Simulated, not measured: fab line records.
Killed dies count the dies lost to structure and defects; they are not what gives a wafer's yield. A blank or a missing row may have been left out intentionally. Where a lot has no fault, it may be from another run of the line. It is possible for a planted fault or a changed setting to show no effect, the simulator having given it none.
Split-lot experiment -- flow sky130 -- 23 wafers read across 5 lots, on a route 708 steps long

== ABOUT THE SPLIT ==
At SKY_VIA3_COAT_06 (resist thk 60 nm), the setting resist_thk_nm was moved away from the recipe's 60 nm on 7 of the 23 wafers read, by -2.1% to +6.0%. This setting was run at the recipe's value on the other wafers.

There is no step in the file separating the split from the reading.

== THE READING ==
oes_product_au, in a.u., at SKY_VIA3_ETCH_14 (etches BARC in N2/H2, stops on SiO2, time 45.9 s, target depth 60 nm). A value of 0.854 a.u. with a standard deviation of 0.0047 a.u. is what fault-free wafers of this fab line usually give.

wafer,"tool, chamber at the split","resist_thk_nm as run, nm",against the recipe,"oes_product_au, a.u.",against lot-mates on the recipe
L074.1,"litho_track-02, 0",60,recipe,0.853,-
L074.4,"litho_track-02, 0",60,recipe,0.859,-
L074.6,"litho_track-02, 0",60,recipe,0.853,-
L077.1,"litho_track-01, 0",61.43,+2.4%,0.870,+0.018
L077.2,"litho_track-01, 0",60,recipe,0.854,-
L077.3,"litho_track-01, 0",60,recipe,0.850,-
L077.4,"litho_track-01, 0",61.43,+2.4%,0.858,+0.006
L077.5,"litho_track-01, 0",61.43,+2.4%,0.867,+0.015
L081.1,"litho_track-03, 0",60,recipe,0.862,-
L081.2,"litho_track-03, 0",63.57,+6.0%,0.888,+0.033
L081.4,"litho_track-03, 0",60,recipe,0.852,-
L081.5,"litho_track-03, 0",63.57,+6.0%,0.884,+0.029
L081.6,"litho_track-03, 0",60,recipe,0.851,-
L082.1,"litho_track-02, 0",60,recipe,0.850,-
L082.2,"litho_track-02, 0",60,recipe,0.857,-
L082.3,"litho_track-02, 0",60,recipe,0.857,-
L082.4,"litho_track-02, 0",60,recipe,0.851,-
L082.6,"litho_track-02, 0",60,recipe,0.857,-
L084.1,"litho_track-03, 0",58.71,-2.1%,0.839,-0.015
L084.3,"litho_track-03, 0",60,recipe,0.854,-
L084.4,"litho_track-03, 0",60,recipe,0.851,-
L084.5,"litho_track-03, 0",60,recipe,0.857,-
L084.6,"litho_track-03, 0",58.71,-2.1%,0.839,-0.015

FIT RESULTS
A straight line over all 23 wafers: oes_product_au changes by +0.00546 a.u. for each +1% of resist_thk_nm; r = +0.95; the points scatter about the line by 0.0038 a.u.
The same after taking each lot's own level away (the mean of its wafers on the recipe; 23 wafers): +0.00549 a.u. for each +1%; r = +0.95; scatter 0.0037 a.u.
Per that fit: largest resist_thk_nm move, reading shift of 0.033 a.u.
The lots' own levels span 0.8520 to 0.8550 a.u., that is 0.6 times the standard deviation above.
The two slopes are in agreement: the lot-to-lot level therefore moves the slope only a little.
Check: for one of the wafers moved furthest among these (+6.0%), held out of the fit, the line's prediction against its lot-mates is +0.0318 a.u. It came out at +0.033 a.u. against them.

== FILE'S OWN FIT ==
oes_product_au changes by +0.00537 a.u. for each +1% of resist_thk_nm, r = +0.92.
